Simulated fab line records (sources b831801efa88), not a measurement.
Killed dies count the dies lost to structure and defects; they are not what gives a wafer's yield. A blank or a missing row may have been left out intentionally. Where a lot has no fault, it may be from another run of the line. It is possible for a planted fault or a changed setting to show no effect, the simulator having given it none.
Split-lot experiment + flow sfq-line + 23 wafers read from 5 lots, route of 325 steps

== SPLIT DETAILS ==
At SFQ_TRILAYER_M3_DEP_SPUTTER_073 (material Nb, target thk 200 nm, time 133.3 s), the setting power-w was moved away from the recipe's 2000 W on 7 of the 23 wafers read, by -10.8% to +10.3%. This setting was run at the recipe's value on the other wafers.

== FROM THE SPLIT TO THE READING: what the file shows between them, 5 steps ==
- SFQ_M3_RS_MEAS_919: measures by four-point-probe
- SFQ_TRILAYER_M3_LITHO_EXPOSE_076: exposes mask M3, target cd 500 nm (also split here: dose-mj)
- SFQ_TRILAYER_M3_LITHO_PEB_078: peb time 60 s
- SFQ_TRILAYER_M3_LITHO_DEVELOP_077: time 60 s
- SFQ_TRILAYER_M3_BARC_OPEN_METAL_ETCH_100: etches BARC in O2, target depth 125 nm, time 41.7 s

== THE READING ==
oes-product-au, in a.u., at SFQ_TRILAYER_M3_ETCH_METAL_ETCH_078 (etches Nb in Cl2/Ar, stops on SiO2, target depth 240 nm, time 120 s). Typical for fault-free wafers on this fab line: 0.894 a.u., with standard deviation 0.0083 a.u.

| wafer  | tool, chamber at the split | power-w as run, W | against the recipe | oes-product-au, a.u. | against lot-mates on the recipe |
|--------|----------------------------|-------------------|--------------------|----------------------|---------------------------------|
| L074.2 | pvd-sputter-03, -          | 2000              | recipe             | 0.900                | -                               |
| L074.3 | pvd-sputter-03, -          | 2130              | +6.5%              | 0.933                | +0.039                          |
| L074.4 | pvd-sputter-03, -          | 2130              | +6.5%              | 0.931                | +0.037                          |
| L074.5 | pvd-sputter-03, -          | 2000              | recipe             | 0.894                | -                               |
| L074.6 | pvd-sputter-03, -          | 2000              | recipe             | 0.889                | -                               |
| L076.1 | pvd-sputter-04, -          | 2000              | recipe             | 0.912                | -                               |
| L076.2 | pvd-sputter-04, -          | 2000              | recipe             | 0.899                | -                               |
| L076.3 | pvd-sputter-04, -          | 2000              | recipe             | 0.908                | -                               |
| L076.5 | pvd-sputter-04, -          | 2000              | recipe             | 0.906                | -                               |
| L076.6 | pvd-sputter-04, -          | 2000              | recipe             | 0.911                | -                               |
| L077.4 | pvd-sputter-03, -          | 2000              | recipe             | 0.902                | -                               |
| L077.5 | pvd-sputter-03, -          | 2000              | recipe             | 0.904                | -                               |
| L077.6 | pvd-sputter-03, -          | 2000              | recipe             | 0.897                | -                               |
| L078.1 | pvd-sputter-05, -          | 2000              | recipe             | 0.873                | -                               |
| L078.2 | pvd-sputter-05, -          | 1784              | -10.8%             | 0.838                | -0.042                          |
| L078.3 | pvd-sputter-05, -          | 1784              | -10.8%             | 0.826                | -0.054                          |
| L078.5 | pvd-sputter-05, -          | 1784              | -10.8%             | 0.834                | -0.046                          |
| L078.6 | pvd-sputter-05, -          | 2000              | recipe             | 0.887                | -                               |
| L079.1 | pvd-sputter-04, -          | 2000              | recipe             | 0.899                | -                               |
| L079.2 | pvd-sputter-04, -          | 2206              | +10.3%             | 0.949                | +0.047                          |
| L079.3 | pvd-sputter-04, -          | 2000              | recipe             | 0.904                | -                               |
| L079.4 | pvd-sputter-04, -          | 2000              | recipe             | 0.903                | -                               |
| L079.5 | pvd-sputter-04, -          | 2206              | +10.3%             | 0.954                | +0.052                          |

FIT RESULTS
A straight line over all 23 wafers: oes-product-au changes by +0.00566 a.u. for each +1% of power-w; r = +0.96; the points scatter about the line by 0.009 a.u.
The same after taking each lot's own level away (the mean of its wafers on the recipe; 23 wafers): +0.0047 a.u. for each +1%; r = +0.98; scatter 0.0049 a.u.
According to that fit, moving power-w by its largest amount changes the reading by 0.051 a.u.
The lots' own levels span 0.8800 to 0.9072 a.u., that is 3.3 times the standard deviation above.
In other words, the slope is changed by the lot-to-lot level; the two fits disagree.
Check: for one of the wafers moved furthest among these (-10.8%), held out of the fit, the line's prediction against its lot-mates is -0.0519 a.u. It came out at -0.042 a.u. against them.

== OTHER SPLITS APPLIED TO THESE WAFERS ==
Note: prior to the reading, these wafers also went through further splits. Each is held against what the fit with the lots' levels taken away leaves over:
| other split on the same wafers                   | wafers away from the commonest value | r with oes-product-au (lot level and that fit taken away) |
|--------------------------------------------------|--------------------------------------|-----------------------------------------------------------|
| SFQ_TRILAYER_I1_VIA_LITHO_COAT_049 spin-rpm      | 9                                    | -0.10                                                     |
| SFQ_TRILAYER_I1_VIA_ETCH_VIA_ETCH_052 source-w   | 7                                    | +0.09                                                     |
| SFQ_TRILAYER_M2_LITHO_EXPOSE_058 dose-mj         | 9                                    | -0.46                                                     |
| SFQ_TRILAYER_M2_ETCH_METAL_ETCH_060 icp-w        | 7                                    | +0.15                                                     |
| SFQ_TRILAYER_I2_VIA_LITHO_COAT_067 resist-thk-nm | 5                                    | -0.20                                                     |
| SFQ_TRILAYER_M3_LITHO_EXPOSE_076 dose-mj         | 8                                    | +0.41                                                     |

== THE WHOLE CHAIN: every reading that the file lists as answering this split, in the file's order ==
| step                                | what it does                                                        | reading                                                                                   | change (the file's fit)                   | r (the file's) |
|-------------------------------------|---------------------------------------------------------------------|-------------------------------------------------------------------------------------------|-------------------------------------------|----------------|
| SFQ_TRILAYER_M3_DEP_SPUTTER_073     | material Nb, target thk 200 nm, time 133.3 s                        | Nb_of_TRILAYER_M3_DEP_SPUTTER_073.thk-nm (the simulator's own value, which no gauge read) | +2.01 nm for each +1% of the setting      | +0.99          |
| SFQ_M3_RS_MEAS_919                  | measures by four-point-probe                                        | M3_NB_RS                                                                                  | -0.00902 for each +1% of the setting      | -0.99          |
| SFQ_TRILAYER_M3_ETCH_METAL_ETCH_078 | etches Nb in Cl2/Ar, stops on SiO2, target depth 240 nm, time 120 s | oes-product-au                                                                            | +0.00479 a.u. for each +1% of the setting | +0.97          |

== THE FILE'S OWN FIT ==
oes-product-au changes by +0.00479 a.u. for each +1% of power-w, r = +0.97.
